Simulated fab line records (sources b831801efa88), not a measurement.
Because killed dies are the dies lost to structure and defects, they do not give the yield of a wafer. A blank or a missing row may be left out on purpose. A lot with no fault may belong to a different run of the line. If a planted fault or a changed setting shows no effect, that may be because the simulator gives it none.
Struck lot and sound lot, side by side ; flow gf180mcu ; 17 steps out of a route of 602
Sound: the wafers L190.2, L190.4, L190.5. Struck: wafer L203.4 (left out: L203.2, a lot-mate that was not struck); the cause follows at the end.
Each step with rows lists, per side, the tool, then ch with its chambers, then its first start. Under that, the readings that differ: sound wafers ; struck wafers ; difference of the means ; sigmas: that difference in standard deviations of wafers without a fault.
alike: a reading whose means differ by less than 2 such deviations, as well as words and numbers matching on both sides. not compared: withheld readings; readings where some wafer has no value; bounds like >300 that might hide an equal value; numbers whose values overlap and for which the record gives no deviation.
Wherever a step has rows on one side only, a row that says differs or no value, or a row with sigmas, the two part there. When numbers do not overlap yet have no deviation, they are printed without sigmas and do not part them. A reading that every wafer of one side lacks parts them only if that side has two wafers or more.

GF_VT_IMPLANT_OVL_MEAS_07:
  sound: overlay-02 at day 6 14:58; struck: overlay-01 at day 10 00:40
  alike: VT_IMPLANT_OVL
then, 1 step without rows for these wafers: GF_VT_IMPLANT_IMPLANT_08.
GF_VT_IMPLANT_STRIP_09: strips in O2/N2.
  sound on plasmaAsher-01 ch 0,1, day 6 15:09; struck on plasmaAsher-04 ch 0, day 10 00:51
  alike: drypumpMotorCurrentA, heaterPowerW, oesProductAu, stripTimeToEndpointS
  not compared: rfHoursCounterH
GF_VT_IMPLANT_TW_MEAS_10:
  sound: filmMetro-03 at day 6 15:16; struck: filmMetro-03 at day 10 00:58
  alike: VT_IMPLANT_TW
then, 7 steps without rows for these wafers: GF_VT_IMPLANT_DEHYDRATE_11 (time 60 s); GF_VT_IMPLANT_HMDS_12 (prime time 60 s); GF_VT_IMPLANT_COAT_13 (resist thk 1000 nm); GF_VT_IMPLANT_SOFTBAKE_14 (time 60 s); GF_VT_IMPLANT_EXPOSE_15 (exposes mask Nwell LV AREA, target cd 860 nm); GF_VT_IMPLANT_PEB_16; GF_VT_IMPLANT_DEVELOP_17 (develop time 60 s).
GF_VT_IMPLANT_OVL_MEAS_18:
  sound: overlay-01 at day 7 05:45; struck: overlay-01 at day 10 19:01
  alike: VT_IMPLANT_01_OVL
GF_VT_IMPLANT_IMPLANT_19:
  sound on implanter-04 ch 0, day 7 05:48; struck on implanter-03 ch 0, day 10 19:04
reading;sound;struck;difference;sigmas
beamOnS (s);10.08 10.31 10.06;7.99;-2.16;-11
faradayCurrentUA;24.3 23.9 24.4;30.7;+6.5;+14
  alike: beamEnergyKeV
GF_VT_IMPLANT_STRIP_20: strips in O2/N2.
  sound on plasmaAsher-01 ch 0,1, day 7 05:56; struck on plasmaAsher-01 ch 1, day 10 19:12
  alike: drypumpMotorCurrentA, heaterPowerW, oesProductAu, stripTimeToEndpointS
  not compared: rfHoursCounterH
GF_VT_IMPLANT_TW_MEAS_21:
  sound: filmMetro-03 at day 7 06:02; struck: filmMetro-04 at day 10 19:19
reading;sound;struck;difference;sigmas
VT_IMPLANT_2_TW;1209 1211 1205;1127;-81;-15
then, 1 step without rows for these wafers: GF_VT_IMPLANT_DEHYDRATE_22 (time 60 s).
GF_PASSIVATION_PROBE_99:
  the record holds rows for the sound wafers here (prober-01, day 30 09:29) but none for the struck ones

== WHERE THEY PART ==
At GF_VT_IMPLANT_IMPLANT_19 first; at GF_PASSIVATION_PROBE_99 last (within this record only).

WHY: what the simulator had put in
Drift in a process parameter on implanter-03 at GF_VT_IMPLANT_IMPLANT_19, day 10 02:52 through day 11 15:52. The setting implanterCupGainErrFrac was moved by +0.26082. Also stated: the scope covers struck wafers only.
